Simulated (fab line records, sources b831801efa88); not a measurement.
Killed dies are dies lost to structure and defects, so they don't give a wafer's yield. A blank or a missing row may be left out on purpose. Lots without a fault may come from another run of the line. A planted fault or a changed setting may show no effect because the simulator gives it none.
Chamber matching | flow sky130 | SKY_VIA2_ETCH_14 on rie_diel-04: 4 sister chambers
The step etches BARC in N2/H2, stops on SiO2, time 45.9 s, target depth 60 nm. 8 wafers are shown with their chamber, then 9 later ones without.

WAFERS WITH THEIR CHAMBER
wafer  | chamber | throttle_valve_pct (%) | oes_product_au (a.u.)
L078.6 | 0       | 13.230                 | 0.854
L087.1 | 0       | 13.222                 | 0.839
L088.1 | 3       | 13.222                 | 0.849
L088.3 | 1       | 13.228                 | 0.853
L088.5 | 2       | 13.234                 | 0.856
L089.1 | 2       | 13.232                 | 0.849
L089.2 | 3       | 13.226                 | 0.850
L089.3 | 1       | 13.213                 | 0.855

WAFERS WITHOUT THEIR CHAMBER
wafer  | throttle_valve_pct (%) | oes_product_au (a.u.)
L089.4 | 13.225                 | 0.854
L089.5 | 13.222                 | 0.852
L089.6 | 13.235                 | 0.852
L096.1 | 13.237                 | 0.856
L096.2 | 13.236                 | 0.857
L096.3 | 13.236                 | 0.843
L096.4 | 13.229                 | 0.855
L096.5 | 13.220                 | 0.861
L096.6 | 13.221                 | 0.853

WHICH CHAMBER EACH WENT THROUGH
wafer  | from the rows above               | in truth
L089.4 | can't be placed: 1 or 3 or 0 or 2 | 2
L089.5 | can't be placed: 1 or 3 or 0 or 2 | 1
L089.6 | can't be placed: 2 or 0 or 3      | 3
L096.1 | can't be placed: 2 or 3 or 0 or 1 | 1
L096.2 | can't be placed: 2 or 3 or 0 or 1 | 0
L096.3 | can't be placed: 2 or 0 or 3 or 1 | 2
L096.4 | can't be placed: 2 or 3 or 1 or 0 | 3
L096.5 | can't be placed: 1 or 3 or 2 or 0 | 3
L096.6 | can't be placed: 1 or 3 or 0 or 2 | 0
Placed correctly: 0 of 9. Can't be placed from these rows: 9 (the true chamber is among the candidates in 9). Placed wrongly: 0.
How it was worked out, from the rows above alone: a wafer's distance from a chamber is the root of the sum, over the readings, of the square of ((its reading less the chamber's mean) divided by the reading's scatter). The wafer belongs to the nearest chamber; if the next one is less than 2 further off, it can't be placed. A chamber's mean is the mean of its shown wafers. The scatter: the root of (the sum of the squares of (reading less its chamber's mean) over the shown wafers, divided by (wafers less chambers)).
